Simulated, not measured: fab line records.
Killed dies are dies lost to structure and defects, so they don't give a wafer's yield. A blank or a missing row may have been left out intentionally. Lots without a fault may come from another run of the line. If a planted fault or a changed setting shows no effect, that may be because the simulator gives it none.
fab line records	flow gf180mcu	part 1 of 2: steps 1 to 42 of 43
record: lots: 7	wafers: 21	last_day: 34
route steps=602 shown V4@496 MIM@503 M5@526 PASSIVATION@602
lots untouched by any fault: they come from a run of this same line in which no faults occurred
start_h: hours from the record's opening day to when the first of the lot's shown wafers began	wait_h: how many hours have passed since the lot's step before this one	" the same as in the row above	L1.1+2: one row covering several wafers at once	- no value, or no start was given	* or withheld: withheld	< > ~ a bound
route shown NAME@n: NAME is a module with steps in the file, n the number in the route of the first one	usual: mean and standard deviation over wafers with no fault	same: alike in all rows	chamber/n: place in a boat	sites: per-site readings	_std_site: standard deviation of those values	_edge_site: mean of outer sites minus mean of inner sites	radius_mm: how far each site lies from the wafer's centre	mask NAME#n: copy n	behind: the most recent tool/chamber to have shaped the wafer	hold: cause of the lot's hold/its duration in hours/its outcome	device: transistor that didn't switch, given as n, p or np	end of line: the same wafers' tests at the end of the route	a step with no rows: only its recipe	killed: at the first sort, the dies lost to defects and structure; wafer yield is something else	map: a wafer's dies, x killed, . not, _ none there
set.NAME: the run value of the setting; set.NAME@STEP: its run value at that earlier step	model.NAME: the simulator's own value behind a step, which no gauge read
a table for each step, a row for each wafer; lots at some steps of the route
services: from which hour (start_h, from the record's first day; less than 0 if before it) a tool's chamber was out of use, for how many hours, and why
== steps ==
step: GF_V4_CLEAN_20
recipe: chemistry: DIW	dry: n2_spin
step: GF_V4_SPUTTER_21
recipe: material: Ti	target_thk_nm: 15	chamber_pressure_pa: 5	power_w: 2500	substrate_temp_c: 200	time_s: 80.02
step: GF_V4_SPUTTER_22
recipe: material: TiN	target_thk_nm: 10	chamber_pressure_pa: 5	power_w: 4000	time_s: 40
usual: throttle_valve_pct: 29.6/0.93
lot.wafer	tool	chamber	start_h	wait_h	throttle_valve_pct
L912.1	pvd_sputter-04	-	589.02	0.0	29.9
L912.5	"	-	"	"	31.1
L912.6	"	-	"	"	29.7
L914.1	pvd_sputter-03	-	609.17	0.0	28.9
L914.3	"	-	"	"	31.4
L914.4	"	-	"	"	29.1
L915.2	pvd_sputter-01	-	615.58	0.0	29.3
L915.4	"	-	"	"	27.7
L915.6	"	-	"	"	28.9
L917.1	pvd_sputter-03	-	631.39	0.0	31.4
L917.2	"	-	"	"	28.8
L917.3	"	-	"	"	29.6
L923.3	pvd_sputter-03	-	677.38	0.0	29.1
L923.4	"	-	"	"	31.5
L923.5	"	-	"	"	29.3
L929.2	pvd_sputter-03	-	712.61	0.0	29.2
L929.3	"	-	"	"	29.1
L929.5	"	-	"	"	29.6
L931.2	pvd_sputter-03	-	722.83	0.0	29.5
L931.3	"	-	"	"	29.3
L931.4	"	-	"	"	31.5
step: GF_V4_CVD_23
recipe: material: W	target_thk_nm: 350	time_s: 104.9	temp_c: 400	pressure_torr: 40
step: GF_V4_RS_MEAS_24
recipe: thk_meas_gauge: four-point-probe	reads: W_of_V4_CVD_23+TiN_of_V4_SPUTTER_22+Ti_of_V4_SPUTTER_21
usual: V4_W_RS: 0.3276/0.0029
lot.wafer	tool	chamber	start_h	wait_h	V4_W_RS[ohm/sq]
L912.1	film_metro-03	-	589.17	0.1	0.3271
L912.5	"	-	"	"	0.3269
L912.6	"	-	"	"	0.3299
L914.1	film_metro-04	-	609.44	0.2	0.3246
L914.3	"	-	"	"	0.3255
L914.4	"	-	"	"	0.3236
L915.2	film_metro-04	-	615.75	0.1	0.3259
L915.4	"	-	"	"	0.3279
L915.6	"	-	"	"	0.3279
L917.1	film_metro-04	-	631.54	0.1	0.3260
L917.2	"	-	"	"	0.3281
L917.3	"	-	"	"	0.3246
L923.3	film_metro-02	-	677.57	0.1	0.3301
L923.4	"	-	"	"	0.3262
L923.5	"	-	"	"	0.3282
L929.2	film_metro-03	-	712.80	0.1	0.3264
L929.3	"	-	"	"	0.3274
L929.5	"	-	"	"	0.3322
L931.2	film_metro-02	-	723.00	0.1	0.3319
L931.3	"	-	"	"	0.3343
L931.4	"	-	"	"	0.3295
step: GF_V4_THK_MEAS_25
recipe: thk_meas_gauge: xrf	reads: W_of_V4_CVD_23
usual: V4_W_THK: 359/5
lot.wafer	tool	chamber	start_h	wait_h	V4_W_THK[nm]
L912.1	film_metro-03	-	589.29	0.1	352
L912.5	"	-	"	"	352
L912.6	"	-	"	"	350
L914.1	film_metro-04	-	609.56	0.1	367
L914.3	"	-	"	"	363
L914.4	"	-	"	"	366
L915.2	film_metro-04	-	615.86	0.1	365
L915.4	"	-	"	"	361
L915.6	"	-	"	"	361
L917.1	film_metro-04	-	631.66	0.1	360
L917.2	"	-	"	"	357
L917.3	"	-	"	"	363
L923.3	film_metro-02	-	677.67	0.1	357
L923.4	"	-	"	"	360
L923.5	"	-	"	"	359
L929.2	film_metro-03	-	712.91	0.1	357
L929.3	"	-	"	"	356
L929.5	"	-	"	"	351
L931.2	film_metro-02	-	723.11	0.1	355
L931.3	"	-	"	"	350
L931.4	"	-	"	"	353
step: GF_V4_CMP_26
recipe: stop_on: SiO2	down_force_psi: 3.5	platen_rpm: 60	t_overpolish_s: 15	target_thk_nm: 0	pad_velocity_m_s: 0.94248
step: GF_MIM_SPUTTER_00
recipe: material: Ti	target_thk_nm: 37.5	arriving_ion_energy_ev: 80	substrate_temp_c: 200	chamber_pressure_pa: 2	power_w: 4000	time_s: 150
step: GF_MIM_SPUTTER_01
recipe: material: TiN	target_thk_nm: 30	power_w: 6500	time_s: 25	chamber_pressure_pa: 0.4
usual: throttle_valve_pct: 29.2/0.86
lot.wafer	tool	chamber	start_h	wait_h	throttle_valve_pct
L912.1	pvd_sputter-01	-	589.75	0.1	28.9
L912.5	"	-	"	"	28.8
L912.6	"	-	"	"	28.7
L914.1	pvd_sputter-02	-	610.02	0.1	28.1
L914.3	"	-	"	"	29.9
L914.4	"	-	"	"	29.8
L915.2	pvd_sputter-03	-	616.31	0.1	28.9
L915.4	"	-	"	"	29.2
L915.6	"	-	"	"	28.8
L917.1	pvd_sputter-02	-	632.12	0.1	29.6
L917.2	"	-	"	"	28.1
L917.3	"	-	"	"	29.9
L923.3	pvd_sputter-01	-	678.11	0.1	27.7
L923.4	"	-	"	"	29.2
L923.5	"	-	"	"	28.9
L929.2	pvd_sputter-02	-	713.55	0.1	27.8
L929.3	"	-	"	"	30.0
L929.5	"	-	"	"	29.9
L931.2	pvd_sputter-02	-	723.56	0.1	27.9
L931.3	"	-	"	"	29.5
L931.4	"	-	"	"	29.8
step: GF_MIM_SPUTTER_02
recipe: material: AlCu	target_thk_nm: 450	power_w: 10600	time_s: 23.9	chamber_pressure_pa: 0.4
usual: throttle_valve_pct: 29.2/0.84
lot.wafer	tool	chamber	start_h	wait_h	throttle_valve_pct
L912.1	pvd_sputter-01	-	589.79	0.0	28.7
L912.5	"	-	"	"	28.8
L912.6	"	-	"	"	29.1
L914.1	pvd_sputter-02	-	610.05	0.0	27.9
L914.3	"	-	"	"	29.8
L914.4	"	-	"	"	29.9
L915.2	pvd_sputter-03	-	616.34	0.0	28.8
L915.4	"	-	"	"	29.1
L915.6	"	-	"	"	29.0
L917.1	pvd_sputter-02	-	632.16	0.0	29.6
L917.2	"	-	"	"	27.8
L917.3	"	-	"	"	29.9
L923.3	pvd_sputter-01	-	678.14	0.0	27.8
L923.4	"	-	"	"	29.2
L923.5	"	-	"	"	28.9
L929.2	pvd_sputter-02	-	713.58	0.0	27.8
L929.3	"	-	"	"	29.8
L929.5	"	-	"	"	29.8
L931.2	pvd_sputter-02	-	723.59	0.0	28.0
L931.3	"	-	"	"	29.9
L931.4	"	-	"	"	29.8
step: GF_MIM_SPUTTER_03
recipe: material: Ti	target_thk_nm: 10	substrate_temp_c: 300	chamber_pressure_pa: 0.3	power_w: 3000	time_s: 6.7
step: GF_MIM_SPUTTER_04
recipe: material: TiN	target_thk_nm: 50	power_w: 6500	time_s: 41.7	chamber_pressure_pa: 0.4
step: GF_MIM_CVD_05
recipe: material: Si3N4	target_thk_nm: 42	temp_max_c: 400	temp_c: 385	time_s: 29.086	rf_w: 450
usual: heater_power_w: 682/69
lot.wafer	tool	chamber	start_h	wait_h	heater_power_w	model.Si3N4_of_MIM_CVD_05.thk_nm
L912.1	pecvd-03	1	589.88	0.0	534	41.58
L912.5	"	0	"	"	633	42.78
L912.6	"	2	"	"	588	42.35
L914.1	pecvd-02	1	610.14	0.0	702	41.96
L914.3	"	2	"	"	712	44.69
L914.4	"	0	"	"	724	42.45
L915.2	pecvd-02	0	616.43	0.0	717	44.2
L915.4	"	2	"	"	715	42.52
L915.6	"	1	"	"	754	42.58
L917.1	pecvd-02	0	632.25	0.0	670	41.74
L917.2	"	2	"	"	615	44.53
L917.3	"	1	"	"	615	44.44
L923.3	pecvd-01	2	678.23	0.0	827	42.02
L923.4	"	2	"	"	807	42.08
L923.5	"	0	"	"	716	42.5
L929.2	pecvd-02	2	713.68	0.0	732	42.7
L929.3	"	2	"	"	734	43.13
L929.5	"	2	"	"	597	42.35
L931.2	pecvd-01	0	723.68	0.0	752	41.82
L931.3	"	2	"	"	791	41.46
L931.4	"	0	"	"	769	42.14
step: GF_MIM_THK_MEAS_06
recipe: reads: Si3N4_of_MIM_CVD_05
usual: MIM_CVD_05_THK: 42.0/0.52
lot.wafer	tool	chamber	start_h	wait_h	hold	MIM_CVD_05_THK[nm]
L912.1	film_metro-04	-	589.91	0.0	-	41.6
L912.5	"	-	"	"	-	42.8
L912.6	"	-	"	"	-	42.4
L914.1	film_metro-02	-	610.17	0.0	await_dispo/0.2h/release	42.0
L914.3	"	-	"	"	await_dispo/0.2h/release	44.7
L914.4	"	-	"	"	await_dispo/0.2h/release	42.5
L914.1	film_metro-02	-	610.40	0.2	-	41.9
L914.3	"	-	"	"	-	44.7
L914.4	"	-	"	"	-	42.5
L915.2	film_metro-04	-	616.48	0.0	await_dispo/0.2h/release	44.2
L915.4	"	-	"	"	await_dispo/0.2h/release	42.5
L915.6	"	-	"	"	await_dispo/0.2h/release	42.5
L915.2	film_metro-04	-	616.70	0.2	-	44.2
L915.4	"	-	"	"	-	42.5
L915.6	"	-	"	"	-	42.6
L917.1	film_metro-01	-	632.28	0.0	await_dispo/0.2h/release	41.8
L917.2	"	-	"	"	await_dispo/0.2h/release	44.5
L917.3	"	-	"	"	await_dispo/0.2h/release	44.4
L917.1	film_metro-01	-	632.50	0.2	-	41.7
L917.2	"	-	"	"	-	44.6
L917.3	"	-	"	"	-	44.4
L923.3	film_metro-01	-	678.29	0.0	-	42.0
L923.4	"	-	"	"	-	42.1
L923.5	"	-	"	"	-	42.6
L929.2	film_metro-02	-	713.78	0.1	-	42.6
L929.3	"	-	"	"	-	43.1
L929.5	"	-	"	"	-	42.3
L931.2	film_metro-04	-	723.73	0.0	-	41.8
L931.3	"	-	"	"	-	41.5
L931.4	"	-	"	"	-	42.1
step: GF_MIM_SPUTTER_08
recipe: material: AlCu	target_thk_nm: 200	power_w: 10600	time_s: 10.6	chamber_pressure_pa: 0.4
step: GF_MIM_SPUTTER_09
recipe: material: TiN	target_thk_nm: 35	power_w: 6500	time_s: 29.2	chamber_pressure_pa: 0.4
usual: throttle_valve_pct: 29.3/0.95
lot.wafer	tool	chamber	start_h	wait_h	throttle_valve_pct
L912.1	pvd_sputter-02	-	590.04	0.0	28.0
L912.5	"	-	"	"	28.1
L912.6	"	-	"	"	29.9
L914.1	pvd_sputter-01	-	610.96	0.0	29.2
L914.3	"	-	"	"	27.9
L914.4	"	-	"	"	28.7
L915.2	pvd_sputter-01	-	619.77	0.0	27.9
L915.4	"	-	"	"	29.3
L915.6	"	-	"	"	28.9
L917.1	pvd_sputter-01	-	634.94	0.0	28.9
L917.2	"	-	"	"	29.3
L917.3	"	-	"	"	27.8
L923.3	pvd_sputter-02	-	678.39	0.0	29.8
L923.4	"	-	"	"	29.9
L923.5	"	-	"	"	30.0
L929.2	pvd_sputter-03	-	713.89	0.0	29.0
L929.3	"	-	"	"	29.4
L929.5	"	-	"	"	29.2
L931.2	pvd_sputter-03	-	723.84	0.0	29.6
L931.3	"	-	"	"	28.7
L931.4	"	-	"	"	31.6
step: GF_MIM_RS_MEAS_10
recipe: thk_meas_gauge: four-point-probe	reads: TiN_of_MIM_SPUTTER_09+AlCu_of_MIM_SPUTTER_08+TiN_of_MIM_SPUTTER_07
usual: MIM_ALCU_RS: 0.1603/0.0014
lot.wafer	tool	chamber	start_h	wait_h	MIM_ALCU_RS[ohm/sq]
L912.1	film_metro-02	-	590.07	0.0	0.1603
L912.5	"	-	"	"	0.1608
L912.6	"	-	"	"	0.1626
L914.1	film_metro-04	-	610.99	0.0	0.1618
L914.3	"	-	"	"	0.1624
L914.4	"	-	"	"	0.1617
L915.2	film_metro-01	-	619.82	0.0	0.1603
L915.4	"	-	"	"	0.1610
L915.6	"	-	"	"	0.1618
L917.1	film_metro-02	-	634.97	0.0	0.1577
L917.2	"	-	"	"	0.1574
L917.3	"	-	"	"	0.1558
L923.3	film_metro-01	-	678.47	0.1	0.1602
L923.4	"	-	"	"	0.1598
L923.5	"	-	"	"	0.1595
L929.2	film_metro-01	-	713.95	0.0	0.1588
L929.3	"	-	"	"	0.1617
L929.5	"	-	"	"	0.1615
L931.2	film_metro-01	-	723.90	0.0	0.1606
L931.3	"	-	"	"	0.1592
L931.4	"	-	"	"	0.1592
step: GF_MIM_THK_MEAS_11
recipe: thk_meas_gauge: xrf	reads: AlCu_of_MIM_SPUTTER_08
usual: MIM_ALCU_THK: 202.0/2
lot.wafer	tool	chamber	start_h	wait_h	MIM_ALCU_THK[nm]
L912.1	film_metro-02	-	590.19	0.1	201.1
L912.5	"	-	"	"	200.5
L912.6	"	-	"	"	198.2
L914.1	film_metro-04	-	611.11	0.1	199.8
L914.3	"	-	"	"	199.0
L914.4	"	-	"	"	200.2
L915.2	film_metro-01	-	619.93	0.1	201.9
L915.4	"	-	"	"	200.9
L915.6	"	-	"	"	199.5
L917.1	film_metro-02	-	635.17	0.2	205.6
L917.2	"	-	"	"	207.5
L917.3	"	-	"	"	207.1
L923.3	film_metro-01	-	678.57	0.1	202.3
L923.4	"	-	"	"	202.1
L923.5	"	-	"	"	203.4
L929.2	film_metro-01	-	714.06	0.1	204.2
L929.3	"	-	"	"	202.5
L929.5	"	-	"	"	200.3
L931.2	film_metro-01	-	724.01	0.1	201.5
L931.3	"	-	"	"	202.3
L931.4	"	-	"	"	202.3
step: GF_MIM_DEHYDRATE_12
recipe: temp_c: 200	time_s: 60
step: GF_MIM_HMDS_13
recipe: prime_time_s: 60	prime_temp_c: 120
step: GF_MIM_COAT_14
recipe: resist: NOVOLAK	spin_rpm: 3000	resist_thk_nm: 1000
step: GF_MIM_SOFTBAKE_15
recipe: temp_c: 90	time_s: 60	resist: NOVOLAK
step: GF_MIM_EXPOSE_16
recipe: mask_id: FuseTop	target_cd_nm: 2000	na: 0.6	source_shape: conventional	sigma_outer: 0.6	dose_mj: 140
step: GF_MIM_PEB_17
recipe: temp_c: withheld	time_s: *	resist: NOVOLAK
step: GF_MIM_DEVELOP_18
recipe: develop_time_s: 60	dev_temp_c: 23
step: GF_MIM_METAL_ETCH_19
recipe: chemistry: Cl2/BCl3	mask_material: NOVOLAK	stop_on: Si3N4	target_depth_nm: 324.5	pressure_mtorr: 8	icp_w: 800	bias_w: 140	Cl2_flow_sccm: 80	bcl3_flow_sccm: 40	time_s: 54.1
step: GF_MIM_STRIP_20
recipe: chemistry: O2/N2	power_w: 1400	pressure_mtorr: 1500	platen_temp_c: 250	o2_flow_sccm: 3000	n2_flow_sccm: 300	overash_fraction: 0.5
step: GF_MIM_STRIP_21
recipe: chemistry: post_etch_residue_remover	time_s: 1200	temp_c: 72.5
step: GF_MIM_CLEAN_22
recipe: chemistry: DIW	dry: n2_spin
step: GF_M5_DEHYDRATE_00
recipe: temp_c: 200	time_s: 60
step: GF_M5_HMDS_01
recipe: prime_time_s: 60	prime_temp_c: 120
step: GF_M5_COAT_02
recipe: resist: KrF	spin_rpm: withheld	resist_thk_nm: 1000
step: GF_M5_SOFTBAKE_03
recipe: temp_c: 130	time_s: 60	resist: KrF
step: GF_M5_EXPOSE_04
recipe: mask_id: Metal5	target_cd_nm: 280	na: 0.68	source_shape: conventional	sigma_outer: 0.6	dose_mj: 28
step: GF_M5_PEB_05
recipe: peb_temp_c: 135	peb_time_s: 90	resist: KrF
step: GF_M5_DEVELOP_06
recipe: develop_time_s: 60	dev_temp_c: 21
step: GF_M5_CD_MEAS_07
recipe: target_cd_nm: 280
usual: cd_nm: 279.9/1.3
lot.wafer	tool	chamber	start_h	wait_h	cd_nm
L912.1	cd_sem-02	-	632.05	0.1	280.1
L912.5	"	-	"	"	279.0
L912.6	"	-	"	"	280.3
L914.1	cd_sem-01	-	650.99	0.1	278.8
L914.3	"	-	"	"	278.7
L914.4	"	-	"	"	278.0
L915.2	cd_sem-02	-	656.36	0.1	277.3
L915.4	"	-	"	"	277.7
L915.6	"	-	"	"	278.8
L917.1	cd_sem-02	-	672.10	0.1	280.9
L917.2	"	-	"	"	280.5
L917.3	"	-	"	"	280.9
L923.3	cd_sem-02	-	715.34	0.1	279.8
L923.4	"	-	"	"	280.5
L923.5	"	-	"	"	280.3
L929.2	cd_sem-02	-	748.92	0.1	278.3
L929.3	"	-	"	"	279.3
L929.5	"	-	"	"	279.3
L931.2	cd_sem-02	-	757.12	0.1	278.9
L931.3	"	-	"	"	278.6
L931.4	"	-	"	"	279.4
step: GF_M5_OVL_MEAS_08
usual: M5_OVL: -1/4.8
lot.wafer	tool	chamber	start_h	wait_h	M5_OVL[nm]
L912.1	overlay-01	-	632.17	0.1	0
L912.5	"	-	"	"	-4
L912.6	"	-	"	"	-6
L914.1	overlay-01	-	651.11	0.1	-2
L914.3	"	-	"	"	3
L914.4	"	-	"	"	3
L915.2	overlay-01	-	656.47	0.1	-8
L915.4	"	-	"	"	-10
L915.6	"	-	"	"	-14
L917.1	overlay-02	-	672.22	0.1	-6
L917.2	"	-	"	"	-4
L917.3	"	-	"	"	-11
L923.3	overlay-01	-	715.43	0.1	2
L923.4	"	-	"	"	5
L923.5	"	-	"	"	2
L929.2	overlay-02	-	749.02	0.1	1
L929.3	"	-	"	"	-4
L929.5	"	-	"	"	-2
L931.2	overlay-02	-	757.22	0.1	-5
L931.3	"	-	"	"	4
L931.4	"	-	"	"	-5
step: GF_M5_ETCH_09
recipe: chemistry: CF4/O2	target: Si3N4	target_depth_nm: 52	source_w: 800	bias_w: 150	pressure_mtorr: 150	cf4_flow_sccm: 80	O2_flow_sccm: 10	time_s: 11.6
usual: bias_w: 150.0/0.43	drypump_motor_current_A: 5.6/0.52	oes_product_au: 0.998/0.0067	throttle_valve_pct: 5.970/0.0099
lot.wafer	tool	chamber	start_h	wait_h	bias_w	drypump_motor_current_A	oes_product_au	rf_hours_counter_h	throttle_valve_pct
L912.1	rie_diel-04	2	632.20	0.0	149.9	6.1	0.995	5	5.950
L912.5	"	0	"	"	150.1	6.2	1.003	-	5.977
L912.6	"	1	"	"	149.7	4.9	0.996	-	5.976
L914.1	rie_diel-03	2	651.15	0.0	149.8	5.2	0.994	9	5.965
L914.3	"	1	"	"	150.3	5.8	0.995	7	5.977
L914.4	"	1	"	"	150.6	5.8	0.999	-	5.970
L915.2	rie_diel-02	3	656.50	0.0	150.0	6.3	1.010	13	5.970
L915.4	"	1	"	"	150.2	5.9	1.008	8	5.987
L915.6	"	1	"	"	149.8	5.9	1.000	-	5.968
L917.1	rie_diel-03	2	672.25	0.0	150.2	5.2	0.997	10	5.954
L917.2	"	3	"	"	150.5	6.1	0.987	15	5.955
L917.3	"	0	"	"	149.1	5.9	0.995	4	5.969
L923.3	rie_diel-03	3	715.45	0.0	150.2	6.1	0.987	16	5.969
L923.4	"	1	"	"	150.3	5.8	1.000	10	5.962
L923.5	"	1	"	"	150.3	5.8	1.003	-	5.983
L929.2	rie_diel-03	1	749.05	0.0	149.9	5.8	1.004	11	5.975
L929.3	"	0	"	"	149.9	5.9	0.994	7	5.974
L929.5	"	1	"	"	149.5	5.8	1.009	-	5.976
L931.2	rie_diel-03	1	757.25	0.0	150.0	5.7	0.993	12	5.970
L931.3	"	0	"	"	150.4	5.9	0.989	8	5.966
L931.4	"	2	"	"	149.8	5.2	0.995	-	5.963
step: GF_M5_METAL_ETCH_10
recipe: chemistry: Cl2/BCl3	mask_material: KrF	target_depth_nm: 627.5	stop_on: SiO2	pressure_mtorr: 8	icp_w: 800	bias_w: 140	Cl2_flow_sccm: 80	bcl3_flow_sccm: 40	time_s: 104.6
step: GF_M5_STRIP_11
recipe: chemistry: O2/N2	power_w: 1400	pressure_mtorr: 1500	platen_temp_c: 250	o2_flow_sccm: 3000	n2_flow_sccm: 300	overash_fraction: 0.5
step: GF_M5_STRIP_12
recipe: chemistry: post_etch_residue_remover	time_s: 1200	temp_c: 72.5
lot.wafer	tool	chamber	start_h	wait_h	model.Si3N4_of_MIM_CVD_05.thk_nm
L912.1	wet_bench-03	1	632.44	0.1	40.86
L912.5	"	1	"	"	42.07
L912.6	"	1	"	"	41.63
L914.1	wet_bench-02	3	651.39	0.1	41.24
L914.3	"	3	"	"	43.97
L914.4	"	3	"	"	41.73
L915.2	wet_bench-01	3	656.74	0.1	43.47
L915.4	"	3	"	"	41.79
L915.6	"	3	"	"	41.85
L917.1	wet_bench-02	0	672.53	0.1	41.01
L917.2	"	0	"	"	43.8
L917.3	"	0	"	"	43.72
L923.3	wet_bench-03	2	715.69	0.0	41.29
L923.4	"	2	"	"	41.35
L923.5	"	2	"	"	41.78
L929.2	wet_bench-02	3	749.29	0.1	41.98
L929.3	"	3	"	"	42.41
L929.5	"	3	"	"	41.62
L931.2	wet_bench-03	1	757.49	0.1	41.1
L931.3	"	1	"	"	40.74
L931.4	"	1	"	"	41.42
== key ==
first_sign: step: GF_MIM_THK_MEAS_06	reading: visit	direction: added
effect: step: GF_MIM_THK_MEAS_06	reading: MIM_CVD_05_THK	direction: up	sigmas: 4.7	usual: 42.0	struck: 44.5
model_effect: step: GF_MIM_CVD_05	value: Si3N4_of_MIM_CVD_05.thk_nm	without: 41.98	struck: 44.47
model_effect: step: GF_M5_STRIP_12	value: Si3N4_of_MIM_CVD_05.thk_nm	without: 41.26	struck: 43.74
model_effect: step: GF_PASSIVATION_PROBE_99	value: etest.cap_mim.bv_v	without: 24.88	struck: 26.36
met_at GF_MIM_CVD_05
struck_wafers L914.3,L915.2,L917.2,L917.3
fault: kind: process_parameter_drift	tool: pecvd-02	chamber: -	onset_h: 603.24	steps: GF_MIM_CVD_05	channel: target_thk_nm	offset: 2.4992	shape: step	end_h: 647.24	scope: struck_wafers_only	acts_in: these_recipes_only	stated: 42
